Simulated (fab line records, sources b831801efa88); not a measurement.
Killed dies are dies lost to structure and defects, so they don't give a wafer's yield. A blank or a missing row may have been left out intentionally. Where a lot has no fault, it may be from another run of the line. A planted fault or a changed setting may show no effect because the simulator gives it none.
Which tool was responsible? | flow sfq-line | Sampling: 14 lots, 42 wafers, 4 of 325 route steps

WHAT THE GAUGES SHOWED, per wafer
SFQ_R5_RS_MEAS_933: a four-point-probe measurement.
lot  | measured     | on            | R5_MONX_RS (ohm/sq)
L129 | day 55 17:43 | film-metro-03 | 7.15 7.20 7.18
L130 | day 56 02:43 | film-metro-01 | 7.12 7.13 7.11
L131 | day 56 05:44 | film-metro-03 | 6.94 7.17 7.17
L132 | day 56 08:45 | film-metro-03 | 7.12 7.09 7.06
L134 | day 56 12:19 | film-metro-01 | 7.16 7.18 7.15
L137 | day 61 21:44 | film-metro-03 | 7.05 7.07 7.05
L140 | day 62 03:43 | film-metro-01 | 7.18 7.18 7.13
L141 | day 63 12:43 | film-metro-03 | 7.07 7.13 6.90
L144 | day 64 09:51 | film-metro-02 | 7.16 7.12 7.10
L148 | day 70 06:00 | film-metro-03 | 7.17 7.14 7.20
L149 | day 70 15:39 | film-metro-03 | 7.10 7.11 7.12
L150 | day 71 00:05 | film-metro-02 | 7.05 7.02 6.97
L151 | day 71 09:29 | film-metro-03 | 7.11 7.11 7.17
L152 | day 71 17:08 | film-metro-02 | 7.06 7.01 7.01

EACH LOT AND THE TOOL THAT RAN IT (in order: tool; ch and the chambers of the sampled wafers; start)
lot  | SFQ_TRILAYER_M3_BARC_OPEN_METAL_ETCH_100 | SFQ_TRILAYER_M5_BARC_OPEN_METAL_ETCH_161 | SFQ_TRILAYER_M5_STRIP_STRIP_127
L129 | rie-metal-03 ch 0,1, day 35 20:43        | rie-metal-03 ch 0,1, day 54 22:17        | rie-metal-03 ch 0,1, day 54 22:32
L130 | rie-metal-02 ch 0,1, day 36 22:33        | rie-metal-01 ch 0,1, day 55 12:14        | rie-metal-01 ch 0,1, day 55 12:29
L131 | rie-metal-03 ch 0,1, day 36 23:45        | rie-metal-03 ch 1, day 55 13:26          | rie-metal-03 ch 1, day 55 13:41
L132 | rie-metal-02 ch 0,1, day 37 00:58        | rie-metal-03 ch 0,1, day 55 15:51        | rie-metal-03 ch 0,1, day 55 16:17
L134 | rie-metal-02 ch 0,1, day 38 19:04        | rie-metal-02 ch 0,1, day 55 19:26        | rie-metal-02 ch 0,1, day 55 19:41
L137 | rie-metal-02 ch 0,1, day 40 06:35        | rie-metal-02 ch 0,1, day 61 06:05        | rie-metal-02 ch 0,1, day 61 06:20
L140 | rie-metal-02 ch 0,1, day 41 05:25        | rie-metal-03 ch 0,1, day 61 09:41        | rie-metal-03 ch 0,1, day 61 09:56
L141 | rie-metal-02 ch 0,1, day 41 15:03        | rie-metal-03 ch 0,1, day 62 13:05        | rie-metal-03 ch 0,1, day 62 13:20
L144 | rie-metal-03 ch 0,1, day 42 22:28        | rie-metal-02 ch 0,1, day 64 00:35        | rie-metal-02 ch 0,1, day 64 00:50
L148 | rie-metal-02 ch 0,1, day 51 23:31        | rie-metal-03 ch 0,1, day 70 00:25        | rie-metal-03 ch 0,1, day 70 00:40
L149 | rie-metal-03 ch 0,1, day 52 03:07        | rie-metal-02 ch 0,1, day 70 10:04        | rie-metal-02 ch 0,1, day 70 10:19
L150 | rie-metal-02 ch 0,1, day 52 06:44        | rie-metal-01 ch 0,1, day 70 18:29        | rie-metal-01 ch 0,1, day 70 18:55
L151 | rie-metal-02 ch 0,1, day 52 09:07        | rie-metal-01 ch 0,1, day 71 04:04        | rie-metal-01 ch 0,1, day 71 04:19
L152 | rie-metal-04 ch 0,1, day 52 11:31        | rie-metal-01 ch 0,1, day 71 11:43        | rie-metal-01 ch 0,1, day 71 11:58
- SFQ_TRILAYER_M3_BARC_OPEN_METAL_ETCH_100: etches BARC in O2, target depth 125 nm, time 41.7 s.
- SFQ_TRILAYER_M5_BARC_OPEN_METAL_ETCH_161: etches BARC in O2, target depth 125 nm, time 41.7 s.
- SFQ_TRILAYER_M5_STRIP_STRIP_127: strips in O2.

WHAT THE TOOLS THEMSELVES READ (means of the sampled wafers that have a number; where no wafer has one, the mark that the record gives instead)
SFQ_TRILAYER_M3_BARC_OPEN_METAL_ETCH_100.
lot  | tool         | drypump-motor-current-A (A) | oes-product-au (a.u.) | rf-fwd-power-W (W)
L129 | rie-metal-03 | 5.23                        | 0.687                 | 595
L130 | rie-metal-02 | 5.82                        | 0.687                 | 593
L131 | rie-metal-03 | 5.23                        | 0.684                 | 596
L132 | rie-metal-02 | 5.71                        | 0.682                 | 590
L134 | rie-metal-02 | 5.80                        | 0.685                 | 595
L137 | rie-metal-02 | 5.80                        | 0.686                 | 594
L140 | rie-metal-02 | 5.80                        | 0.687                 | 593
L141 | rie-metal-02 | 5.82                        | 0.685                 | 595
L144 | rie-metal-03 | 5.44                        | 0.681                 | 595
L148 | rie-metal-02 | 5.80                        | 0.684                 | 592
L149 | rie-metal-03 | 5.23                        | 0.687                 | 593
L150 | rie-metal-02 | 5.72                        | 0.687                 | 592
L151 | rie-metal-02 | 5.73                        | 0.683                 | 591
L152 | rie-metal-04 | 5.31                        | 0.683                 | 594

SFQ_TRILAYER_M5_BARC_OPEN_METAL_ETCH_161.
lot  | tool         | drypump-motor-current-A (A) | oes-product-au (a.u.) | rf-fwd-power-W (W)
L129 | rie-metal-03 | 5.5                         | 0.690                 | 593.6
L130 | rie-metal-01 | 5.6                         | 0.689                 | 593.5
L131 | rie-metal-03 | 5.7                         | 0.686                 | 595.6
L132 | rie-metal-03 | 5.5                         | 0.683                 | 595.2
L134 | rie-metal-02 | 5.8                         | 0.687                 | 593.8
L137 | rie-metal-02 | 5.8                         | 0.683                 | 595.9
L140 | rie-metal-03 | 5.2                         | 0.685                 | 754.8
L141 | rie-metal-03 | 5.5                         | 0.684                 | 675.5
L144 | rie-metal-02 | 5.7                         | 0.685                 | 589.5
L148 | rie-metal-03 | 5.2                         | 0.686                 | 595.4
L149 | rie-metal-02 | 5.7                         | 0.683                 | 590.6
L150 | rie-metal-01 | 5.6                         | 0.682                 | 593.5
L151 | rie-metal-01 | 5.6                         | 0.682                 | 594.3
L152 | rie-metal-01 | 5.8                         | 0.682                 | 593.9

SFQ_TRILAYER_M5_STRIP_STRIP_127.
lot  | tool         | drypump-motor-current-A (A) | oes-product-au (a.u.)
L129 | rie-metal-03 | 5.5                         | 0.994
L130 | rie-metal-01 | 5.6                         | 0.990
L131 | rie-metal-03 | 5.7                         | 0.988
L132 | rie-metal-03 | 5.5                         | 0.988
L134 | rie-metal-02 | 5.8                         | 1.002
L137 | rie-metal-02 | 5.8                         | 0.996
L140 | rie-metal-03 | 5.2                         | 1.008
L141 | rie-metal-03 | 5.5                         | 0.982
L144 | rie-metal-02 | 5.7                         | 0.996
L148 | rie-metal-03 | 5.2                         | 1.007
L149 | rie-metal-02 | 5.8                         | 1.002
L150 | rie-metal-01 | 5.6                         | 0.981
L151 | rie-metal-01 | 5.6                         | 0.979
L152 | rie-metal-01 | 5.8                         | 0.982

THE ANSWER, worked out from the rows above alone
Rule: usual is defined by the lots themselves. Put in order of their means at a reading, lots are off if they are a third of the lots or fewer, leave a main group of 4 or more, and stand apart from it by a gap of 3 or more times the standard deviation of the main group's means; of several such gaps the widest counts. A main group whose means are all the same, to the digits that the tables above print for the reading, isn't used. A lot without any number at a reading at which 4 lots or more have one is off too. The other lots that the step has rows for count as sound. First the gauges in route order, then the tools' own readings, where a lot's mean is used as printed above. At the first step where some lot is off, the reading lying furthest off is the one used; lots without a number count as furthest.
Off: L140, L141, at SFQ_TRILAYER_M5_BARC_OPEN_METAL_ETCH_161 (rf-fwd-power-W). Main group: mean 593.7 W, sd 1.9.
If a tool, at that step or one of the process steps before it, ran each lot that is off and ran no sound lot following the first of them, it fits. Of those tried, none fits.

WHAT THE SIMULATOR HAD PUT IN
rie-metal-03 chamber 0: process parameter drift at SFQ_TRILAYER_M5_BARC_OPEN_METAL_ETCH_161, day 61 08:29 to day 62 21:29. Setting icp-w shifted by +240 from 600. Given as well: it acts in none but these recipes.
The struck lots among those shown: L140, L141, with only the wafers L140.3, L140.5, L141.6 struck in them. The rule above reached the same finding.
